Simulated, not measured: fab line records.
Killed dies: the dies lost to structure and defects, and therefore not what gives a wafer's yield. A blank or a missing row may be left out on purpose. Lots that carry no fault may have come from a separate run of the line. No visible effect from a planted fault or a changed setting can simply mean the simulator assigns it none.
Struck lot and sound lot, side by side | flow sky130 | 16 steps out of a route of 708
Sound: the wafers L466.2, L466.4, L466.6. Struck: wafers L465.2, L465.4. (L465.5 of the same lot was not struck and is left out.) The cause comes at the end.
Each step with rows lists, per side, the tool, then ch with its chambers, then its first start. Under that, the readings that differ: sound wafers | struck wafers | difference of the means | sigmas: that difference in standard deviations of wafers without a fault.
alike: readings with means less than 2 such deviations apart, plus words and numbers identical on both sides. not compared: withheld readings, readings lacking a value on some wafer, bounds such as >300 that could conceal the same value, and numbers that have no deviation in the record and whose values overlap.
The two part at a step that has a row with sigmas, a row that says differs or no value, or rows on one side only. Non-overlapping numbers with no deviation appear without sigmas and do not part them. A reading missing from all wafers of one side parts the sides only when that side holds two or more wafers.

first, 9 steps without rows for these wafers: SKY_CAP2M_CLEAN_17 (cleans in O3/DIW); SKY_METAL4_DEHYDRATE_05 (time 60 s); SKY_METAL4_HMDS_06 (prime time 60 s); SKY_METAL4_COAT_07 (resist thk 60 nm); SKY_METAL4_COAT_08 (resist thk 1140 nm); SKY_METAL4_SOFTBAKE_09 (time 90 s); SKY_METAL4_EXPOSE_10 (exposes mask MM4, target cd 300 nm); SKY_METAL4_PEB_11; SKY_METAL4_DEVELOP_12 (develop time 60 s).
SKY_METAL4_CD_MEAS_13 targets a cd of 300 nm.
  struck on cd_sem-02, day 47 03:50; sound on cd_sem-01, day 47 13:30
  alike: cd_nm
SKY_METAL4_OVL_MEAS_14:
  struck on overlay-01, day 47 03:56; sound on overlay-02, day 47 13:36
  alike: METAL4_OVL
SKY_METAL4_DESCUM_15: chemistry O2, time 8 s.
  sound on rie_metal-03 ch 0, day 47 13:38; struck on rie_metal-02 ch 0, day 47 03:58
  alike: drypump_motor_current_A, oes_product_au
  not compared: rf_hours_counter_h
SKY_METAL4_ETCH_16: etches BARC in N2/H2, stops on SiO2, time 88.2 s, target depth 60 nm.
  sound on rie_metal-03 ch 0, day 47 13:40; struck on rie_metal-02 ch 0, day 47 03:59
  reading                                       | sound           | struck      | difference | sigmas
  model.KrF-thick_of_METAL4_COAT_08.thk_nm (nm) | 1068 1072 1070  | 1092 1095   | +24        |
  model.METAL4.cd_nm (nm)                       | 299 297.6 298.2 | 305.5 304.5 | +6.7       |
  alike: bias_w, drypump_motor_current_A, oes_product_au, throttle_valve_pct
  not compared: rf_hours_counter_h
SKY_METAL4_ETCH_17: etches SiO2 in C4F8/O2/Ar, stops on TiN, time 3.9 s, target depth 15 nm.
  sound on rie_diel-01 ch 0,1,2, day 47 13:46; struck on rie_diel-04 ch 1,3, day 47 04:05
  reading                 | sound           | struck      | difference | sigmas
  model.METAL4.cd_nm (nm) | 299 297.7 298.1 | 305.5 304.5 | +6.7       |
  alike: bias_w, oes_product_au
  not compared: rf_hours_counter_h
SKY_METAL4_METAL_ETCH_18: etches the open film in Cl2/BCl3, stops on SiO2, target depth 845 nm, time 183.1 s.
  sound on rie_metal-02 ch 0,1, day 47 13:47; struck on rie_metal-03 ch 0, day 47 04:07
  reading                     | sound       | struck  | difference | sigmas
  drypump_motor_current_A (A) | 5.1 5.1 5.7 | 6.8 6.8 | +1.5       | +3
  alike: bias_w, oes_product_au, throttle_valve_pct
  not compared: rf_hours_counter_h
SKY_PAD_OPEN_PROBE_99:
  the record holds rows for the sound wafers here (prober-01, day 50 19:20) but none for the struck ones

WHERE THEY PART
Earliest at SKY_METAL4_METAL_ETCH_18; latest, in this record, at SKY_PAD_OPEN_PROBE_99.

WHY: what had been put in by the simulator
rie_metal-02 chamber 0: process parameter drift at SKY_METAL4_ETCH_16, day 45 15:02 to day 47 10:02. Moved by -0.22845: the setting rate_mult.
